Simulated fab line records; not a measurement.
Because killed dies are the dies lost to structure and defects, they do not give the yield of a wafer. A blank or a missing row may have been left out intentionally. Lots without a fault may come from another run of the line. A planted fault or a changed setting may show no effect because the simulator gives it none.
Struck lot and sound lot, side by side / flow sky130 / 20 steps out of a route of 708
Sound: these wafers, L185.1, L185.2, L185.3. Wafers L191.2, L191.4, L191.6 were the ones struck. At the end, the cause is stated.
At each step with rows: each side's tool, then ch and its chambers, then its first start. Under that, the readings that differ: sound wafers / struck wafers / difference of the means / sigmas: that difference in standard deviations of wafers without a fault.
alike: same words and numbers on both sides, and readings whose means sit less than 2 such deviations apart. not compared: any withheld reading, any reading some wafer has no value for, any bound like >300 that may hide the same value, and any number with overlapping values for which the record gives no deviation.
The two part at a step that has a row with sigmas, a row that says differs or no value, or rows on one side only. Numbers that have no deviation but don't overlap get no sigmas and don't part them. A reading that every wafer of one side lacks parts them only if that side has two wafers or more.

SKY_LDD_HVP_OVL_MEAS_07:
  sound: overlay-01 at day 21 13:16; struck: overlay-01 at day 23 23:59
  alike: LDD_HVP_OVL
then, 1 step without rows for these wafers: SKY_LDD_HVP_IMPLANT_08.
SKY_LDD_HVP_STRIP_09: strips in O2/N2.
  sound on plasma asher-01 ch 0,1, day 21 13:28; struck on plasma asher-01 ch 0,1, day 24 00:12
  alike: drypump motor current A, o2 flow sccm, oes product au, strip time to endpoint s
  not compared: rf hours counter h
SKY_LDD_HVP_TW_MEAS_10:
  sound: film metro-03 at day 21 13:34; struck: film metro-03 at day 24 00:19
  alike: LDD_HVP_TW
then, 7 steps without rows for these wafers: SKY_LDD_LDN_DEHYDRATE_00 (time 60 s); SKY_LDD_LDN_HMDS_01 (prime time 60 s); SKY_LDD_LDN_COAT_02 (resist thk 1140 nm); SKY_LDD_LDN_SOFTBAKE_03 (time 60 s); SKY_LDD_LDN_EXPOSE_04 (exposes mask LDNTM, target cd 700 nm); SKY_LDD_LDN_PEB_05; SKY_LDD_LDN_DEVELOP_06 (develop time 60 s).
SKY_LDD_LDN_OVL_MEAS_07:
  sound: overlay-02 at day 22 19:31; struck: overlay-01 at day 25 05:54
  alike: LDD_LDN_OVL
SKY_LDD_LDN_IMPLANT_08:
  sound on implanter-02 ch 0, day 22 19:33; struck on implanter-03 ch 0, day 25 06:16
  alike: beam on s, faraday current uA
then, 3 steps without rows for these wafers: SKY_LDD_LDN_IMPLANT_09; SKY_LDD_LDN_IMPLANT_10; SKY_LDD_LDN_IMPLANT_11.
SKY_LDD_LDN_STRIP_12: strips in O2/N2.
  sound on plasma asher-04 ch 0,1, day 22 20:09; struck on plasma asher-03 ch 0,1, day 25 06:51
reading=drypump motor current A (A); sound=5.0 5.3 5.0; struck=6.7 5.9 5.9; difference=+1.1; sigmas=+2
  alike: o2 flow sccm, oes product au, strip time to endpoint s
  not compared: rf hours counter h
SKY_LDD_LDN_TW_MEAS_13:
  sound: film metro-04 at day 22 20:15; struck: film metro-04 at day 25 07:11
reading=LDD_LDN_TW; sound=1458 1457 1464; struck=1571 1566 1571; difference=+110; sigmas=+7
then, 1 step without rows for these wafers: SKY_LDD_LDN_CLEAN_14 (cleans in SC1/SC2, time 150 s).
-- a jump in the record: the struck wafers' starts before and after are 22 days apart (it breaks off in module LDD_LDN and resumes in module PAD_OPEN, where the first step shown is number 708 of the route) --
SKY_PAD_OPEN_PROBE_99:
  sound: prober-01 at day 45 17:43; struck: prober-02 at day 47 11:56
reading=model.etest.tip sonos.rs ohm sq; sound=2642 2651 2667; struck=2340 2376 2366; difference=-293; sigmas=
  alike: killed_at_M0_to_M3, killed_at_M4_up, killed at contacts, killed at front end, killed at other, killed dies, killed open, killed short

WHERE THEY PART
Last at SKY_LDD_LDN_TW_MEAS_13 as far as this record goes, first at SKY_LDD_LDN_STRIP_12. Later steps at which nothing parts them and some readings are alike: SKY_PAD_OPEN_PROBE_99.

WHY: the cause the simulator had injected
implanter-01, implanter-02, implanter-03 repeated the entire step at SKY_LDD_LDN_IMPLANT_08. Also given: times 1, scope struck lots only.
